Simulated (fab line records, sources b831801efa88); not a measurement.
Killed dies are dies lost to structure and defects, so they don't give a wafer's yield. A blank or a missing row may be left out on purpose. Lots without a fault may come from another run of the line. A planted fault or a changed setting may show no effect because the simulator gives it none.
fab line records | flow gf180mcu
record lots=13 wafers=39 last_day=34
route steps=602 shown HV_LDD@212 NSD@242
lots that met no fault: from a run of the same line without faults
start_h: hours from the record's first day to the start of the lot's first wafer shown | wait_h: hours since the lot's step before | " the same as in the row above | L1.1+2: a row that stands for several wafers | - no value, or no start given | * or withheld: withheld | < > ~ a bound
route shown NAME@n: a module of which the file shows steps, and the number in the route of the first | usual: mean/standard deviation of fault-free wafers | same: alike in all rows | chamber/n: place in a boat | sites: the reading at each site | _std_site: their standard deviation | _edge_site: outer sites' mean less inner sites' | radius_mm: how far each site lies from the wafer's centre | mask NAME#n: copy n | behind: the tool/chamber that last shaped the wafer | hold: why the lot was held/for how many hours/how that ended | device: the transistor (n, p or np) that didn't switch | end of line: the same wafers' tests at the end of the route | a step without rows: its recipe alone | killed: dies lost to structure and defects at the first sort, not the wafer's yield | map: a wafer's dies, x killed, . not, _ none there
set.NAME: the setting as run; set.NAME@STEP: as run at that earlier step | model.NAME: the simulator's own value behind a step, which no gauge read
steps of the route over a sample of lots; a table a step, a row a wafer
services: from which hour (start_h, from the record's first day; less than 0 if before it) a tool's chamber was out of use, for how many hours, and why
## steps
# step GF_HV_LDD_IMPLANT_36
# recipe species=P energy_kev=60 dose_cm2=7.5e+12 tilt_deg=30 rotation_deg=270
# usual beam_on_s=9.98/0.2 faraday_current_uA=42.4/0.84
# columns lot.wafer tool chamber start_h wait_h beam_on_s faraday_current_uA
L227.2 implanter-01 0 255.95 0.1 10.14 41.5
L227.4 " 0 " " 9.98 42.4
L227.6 " 0 " " 10.09 42.1
L231.2 implanter-01 0 293.40 0.1 9.66 43.7
L231.3 " 0 " " 10.07 42.0
L231.6 " 0 " " 10.22 41.4
L232.1 implanter-02 0 305.74 0.1 9.92 42.5
L232.5 " 0 " " 9.83 43.0
L232.6 " 0 " " 10.14 41.6
L233.1 implanter-02 0 312.59 0.1 9.90 42.8
L233.4 " 0 " " 9.69 43.6
L233.6 " 0 " " 9.41 44.7
L234.1 implanter-02 0 324.48 0.1 10.16 41.8
L234.3 " 0 " " 10.09 41.8
L234.5 " 0 " " 10.20 41.6
L235.2 implanter-01 0 332.52 0.1 9.68 43.6
L235.4 " 0 " " 9.74 43.4
L235.5 " 0 " " 10.04 42.1
L240.1 implanter-01 0 374.78 0.1 9.94 42.4
L240.3 " 0 " " 9.95 42.5
L240.4 " 0 " " 10.37 40.8
L243.2 implanter-02 0 390.75 0.1 14.02 30.2
L243.4 " 0 " " 14.41 29.4
L243.5 " 0 " " 13.81 30.6
L244.2 implanter-02 0 391.95 0.1 14.06 30.0
L244.3 " 0 " " 14.38 29.5
L244.6 " 0 " " 14.38 29.4
L246.1 implanter-01 0 408.69 0.1 10.27 41.1
L246.2 " 0 " " 9.81 43.1
L246.4 " 0 " " 9.92 42.6
L247.4 implanter-01 0 415.65 0.1 10.11 41.9
L247.5 " 0 " " 9.99 42.4
L247.6 " 0 " " 9.63 44.2
L248.3 implanter-01 0 422.27 0.1 9.83 43.0
L248.4 " 0 " " 9.99 42.4
L248.5 " 0 " " 10.00 42.2
L249.2 implanter-01 0 433.45 0.1 10.33 40.8
L249.4 " 0 " " 9.99 42.3
L249.5 " 0 " " 9.74 43.5
# step GF_HV_LDD_CD_MEAS_46
# recipe target_cd_nm=400
# usual cd_nm=399.4/2.6
# columns lot.wafer tool chamber start_h wait_h cd_nm
L227.2 cd_sem-02 - 273.61 0.1 397.2
L227.4 " - " " 400.1
L227.6 " - " " 399.1
L231.2 cd_sem-02 - 312.30 0.1 402.9
L231.3 " - " " 402.5
L231.6 " - " " 400.1
L232.1 cd_sem-02 - 324.82 0.1 403.4
L232.5 " - " " 402.5
L232.6 " - " " 402.6
L233.1 cd_sem-01 - 333.18 0.1 394.6
L233.4 " - " " 395.1
L233.6 " - " " 396.8
L234.1 cd_sem-02 - 345.83 0.1 397.1
L234.3 " - " " 397.9
L234.5 " - " " 400.0
L235.2 cd_sem-02 - 353.59 0.1 396.4
L235.4 " - " " 399.9
L235.5 " - " " 396.3
L240.1 cd_sem-02 - 398.02 0.1 396.3
L240.3 " - " " 396.6
L240.4 " - " " 395.8
L243.2 cd_sem-01 - 414.50 0.1 400.4
L243.4 " - " " 397.8
L243.5 " - " " 397.7
L244.2 cd_sem-01 - 415.29 0.1 404.1
L244.3 " - " " 403.7
L244.6 " - " " 403.4
L246.1 cd_sem-01 - 432.43 0.1 399.3
L246.2 " - " " 400.1
L246.4 " - " " 397.4
L247.4 cd_sem-01 - 439.33 0.1 398.4
L247.5 " - " " 399.4
L247.6 " - " " 400.3
L248.3 cd_sem-01 - 446.97 0.1 398.3
L248.4 " - " " 399.4
L248.5 " - " " 399.7
L249.2 cd_sem-01 - 457.54 0.1 400.6
L249.4 " - " " 399.6
L249.5 " - " " 400.3
# step GF_HV_LDD_RS_MEAS_53
# recipe thk_meas_gauge=four-point-probe
# usual HV_LDD_RS=418.3/1.1
# columns lot.wafer tool chamber start_h wait_h HV_LDD_RS[ohm/sq]
L227.2 film_metro-01 - 274.19 0.1 417.8
L227.4 " - " " 419.0
L227.6 " - " " 417.3
L231.2 film_metro-01 - 312.89 0.1 418.1
L231.3 " - " " 418.5
L231.6 " - " " 418.2
L232.1 film_metro-01 - 325.52 0.1 418.2
L232.5 " - " " 418.2
L232.6 " - " " 418.6
L233.1 film_metro-04 - 333.77 0.1 417.9
L233.4 " - " " 417.9
L233.6 " - " " 417.3
L234.1 film_metro-01 - 346.57 0.1 418.4
L234.3 " - " " 419.1
L234.5 " - " " 418.3
L235.2 film_metro-03 - 354.18 0.1 418.7
L235.4 " - " " 420.0
L235.5 " - " " 419.4
L240.1 film_metro-03 - 398.60 0.1 418.1
L240.3 " - " " 417.7
L240.4 " - " " 418.3
L243.2 film_metro-01 - 415.09 0.1 409.5
L243.4 " - " " 408.8
L243.5 " - " " 409.3
L244.2 film_metro-03 - 415.87 0.1 411.7
L244.3 " - " " 410.8
L244.6 " - " " 411.4
L246.1 film_metro-03 - 433.01 0.1 419.8
L246.2 " - " " 418.8
L246.4 " - " " 418.7
L247.4 film_metro-03 - 439.91 0.1 419.5
L247.5 " - " " 420.0
L247.6 " - " " 419.1
L248.3 film_metro-01 - 447.56 0.1 418.0
L248.4 " - " " 417.0
L248.5 " - " " 418.6
L249.2 film_metro-04 - 458.12 0.1 419.2
L249.4 " - " " 418.1
L249.5 " - " " 418.2
# step GF_HV_LDD_ETCHBACK_58
# recipe chemistry=CH3F/O2 target=Si3N4 stop_on=SiO2 source_w=400 bias_w=80 pressure_mtorr=25 ch3f_flow_sccm=40 O2_flow_sccm=30 time_s=100 target_depth_a=900
# usual ch3f_flow_sccm=40.01/0.11 drypump_motor_current_A=5.8/0.57 oes_product_au=0.843/0.0072 throttle_valve_pct=10.561/0.0095
# columns lot.wafer tool chamber start_h wait_h ch3f_flow_sccm drypump_motor_current_A oes_product_au rf_hours_counter_h throttle_valve_pct
L227.2 rie_diel-01 2 276.86 0.0 40.12 6.2 0.836 8 10.556
L227.4 " 2 " " 40.18 6.2 0.832 - 10.557
L227.6 " 3 " " 40.00 5.6 0.844 - 10.548
L231.2 rie_diel-02 2 316.78 0.0 39.86 5.4 0.850 16 10.552
L231.3 " 1 " " 40.12 6.2 0.847 56 10.561
L231.6 " 1 " " 40.04 6.2 0.845 - 10.547
L232.1 rie_diel-01 0 328.72 0.1 40.08 6.2 0.850 1 10.560
L232.5 " 0 " " 40.09 6.2 0.846 - 10.565
L232.6 " 1 " " 40.20 5.0 0.845 - 10.562
L233.1 rie_diel-01 0 337.17 0.1 40.00 6.2 0.843 1 10.557
L233.4 " 1 " " 39.96 5.0 0.838 - 10.564
L233.6 " 0 " " 39.94 6.2 0.832 - 10.564
L234.1 rie_diel-04 3 349.26 0.1 40.02 4.7 0.835 8 10.566
L234.3 " 1 " " 40.12 5.6 0.839 53 10.564
L234.5 " 0 " " 39.97 6.1 0.850 - 10.574
L235.2 rie_diel-04 0 357.36 0.0 40.13 6.1 0.840 46 10.570
L235.4 " 3 " " 40.00 4.7 0.834 9 10.588
L235.5 " 1 " " 39.78 5.6 0.843 - 10.558
L240.1 rie_diel-01 0 401.29 0.1 40.19 6.2 0.840 3 10.566
L240.3 " 1 " " 39.87 5.0 0.844 86 10.556
L240.4 " 3 " " 40.08 5.6 0.845 66 10.549
L243.2 rie_diel-01 3 417.75 0.0 40.10 5.6 0.838 66 10.572
L243.4 " 2 " " 40.07 6.2 0.838 12 10.564
L243.5 " 2 " " 40.16 6.2 0.830 - 10.554
L244.2 rie_diel-01 3 419.18 0.0 40.04 5.6 0.845 66 10.566
L244.3 " 1 " " 39.97 5.0 0.840 86 10.568
L244.6 " 1 " " 40.08 5.0 0.852 - 10.552
L246.1 rie_diel-04 3 435.70 0.1 40.11 4.7 0.839 11 10.557
L246.2 " 0 " " 40.06 6.1 0.839 48 10.562
L246.4 " 1 " " 39.97 5.6 0.841 56 10.551
L247.4 rie_diel-04 2 442.54 0.0 39.99 6.5 0.859 7 10.570
L247.5 " 3 " " 39.99 4.7 0.847 - 10.540
L247.6 " 0 " " 40.09 6.1 0.854 - 10.573
L248.3 rie_diel-01 1 450.92 0.0 40.03 5.0 0.843 87 10.546
L248.4 " 0 " " 39.97 6.2 0.830 4 10.567
L248.5 " 0 " " 39.96 6.2 0.846 - 10.568
L249.2 rie_diel-01 2 460.79 0.0 39.80 6.2 0.844 13 10.573
L249.4 " 0 " " 40.02 6.2 0.848 4 10.561
L249.5 " 0 " " 39.98 6.2 0.848 - 10.549
# step GF_NSD_CD_MEAS_07
# recipe target_cd_nm=400
# usual cd_nm=399.8/2.2
# columns lot.wafer tool chamber start_h wait_h cd_nm
L227.2 cd_sem-02 - 295.19 0.1 400.6
L227.4 " - " " 400.2
L227.6 " - " " 400.5
L231.2 cd_sem-02 - 337.00 0.1 401.5
L231.3 " - " " 398.3
L231.6 " - " " 400.7
L232.1 cd_sem-02 - 349.87 0.1 399.6
L232.5 " - " " 400.1
L232.6 " - " " 399.8
L233.1 cd_sem-01 - 358.23 0.1 399.2
L233.4 " - " " 397.5
L233.6 " - " " 400.3
L234.1 cd_sem-01 - 371.38 0.1 398.5
L234.3 " - " " 399.6
L234.5 " - " " 399.5
L235.2 cd_sem-01 - 379.99 0.1 401.9
L235.4 " - " " 399.6
L235.5 " - " " 400.6
L240.1 cd_sem-02 - 424.62 0.1 399.9
L240.3 " - " " 402.9
L240.4 " - " " 401.9
L243.2 cd_sem-01 - 441.80 0.1 401.5
L243.4 " - " " 400.4
L243.5 " - " " 398.2
L244.2 cd_sem-01 - 443.69 0.1 397.6
L244.3 " - " " 399.3
L244.6 " - " " 398.1
L246.1 cd_sem-01 - 460.13 0.1 400.1
L246.2 " - " " 398.4
L246.4 " - " " 399.3
L247.4 cd_sem-02 - 466.73 0.1 395.6
L247.5 " - " " 396.5
L247.6 " - " " 397.8
L248.3 cd_sem-01 - 475.47 0.1 399.9
L248.4 " - " " 397.3
L248.5 " - " " 400.9
L249.2 cd_sem-02 - 484.24 0.1 397.8
L249.4 " - " " 397.5
L249.5 " - " " 399.0
## services
# columns tool chamber start_h hours kind
rie_diel-01 0 254.67 - clean
rie_diel-01 0 254.67 27.5 scheduled_down
rie_diel-01 0 254.67 27.5 vent_cycle
rie_diel-04 - 276.94 4.3 pm
implanter-02 - 279.02 1.5 repair
rie_diel-01 0 284.27 3.5 repair
rie_diel-04 2 285.37 4.5 repair
implanter-02 - 292.07 6.0 pm
rie_diel-01 2 330.13 9.5 repair
rie_diel-02 3 330.73 8.0 repair
implanter-01 - 347.11 1.7 repair
rie_diel-01 0 353.72 9.5 repair
rie_diel-02 1 355.84 9.1 repair
rie_diel-04 2 364.81 21.5 repair
implanter-01 - 366.08 5.0 repair
implanter-01 - 367.43 1.8 repair
implanter-02 - 370.83 4.5 pm
implanter-01 - 371.11 2.5 pm
rie_diel-04 2 431.26 4.4 repair
implanter-02 - 436.93 0.9 repair
implanter-02 - 442.24 5.0 repair
rie_diel-04 - 444.51 1.0 repair
rie_diel-04 0 450.01 1.3 repair
## key
first_sign step=GF_HV_LDD_IMPLANT_36 reading=beam_on_s direction=up sigmas=21 usual=9.98 struck=14.17
effect step=GF_HV_LDD_IMPLANT_36 reading=faraday_current_uA direction=down sigmas=15 usual=42.4 struck=29.8
effect step=GF_HV_LDD_RS_MEAS_53 reading=HV_LDD_RS direction=down sigmas=7.6 usual=418.3 struck=410.3
met_at GF_HV_LDD_IMPLANT_36
struck_lots L243,L244
tester_left_out L243,L244
not_acting_at GF_HV_LDD_CD_MEAS_46,GF_HV_LDD_ETCHBACK_58,GF_NSD_CD_MEAS_07
onset_between 324.48 390.75
fault kind=process_parameter_drift tool=implanter-02 chamber=- onset_h=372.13 steps=GF_HV_LDD_IMPLANT_36 channel=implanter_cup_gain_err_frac offset=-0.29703 shape=step end_h=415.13
# tester_left_out: of these lots the tester's yield and bins aren't shown, on N5 and GAA mostly nor the transistor test; their killed dies are dies lost to structure and defects alone, not to doping, threshold or leakage, so they don't give the yield
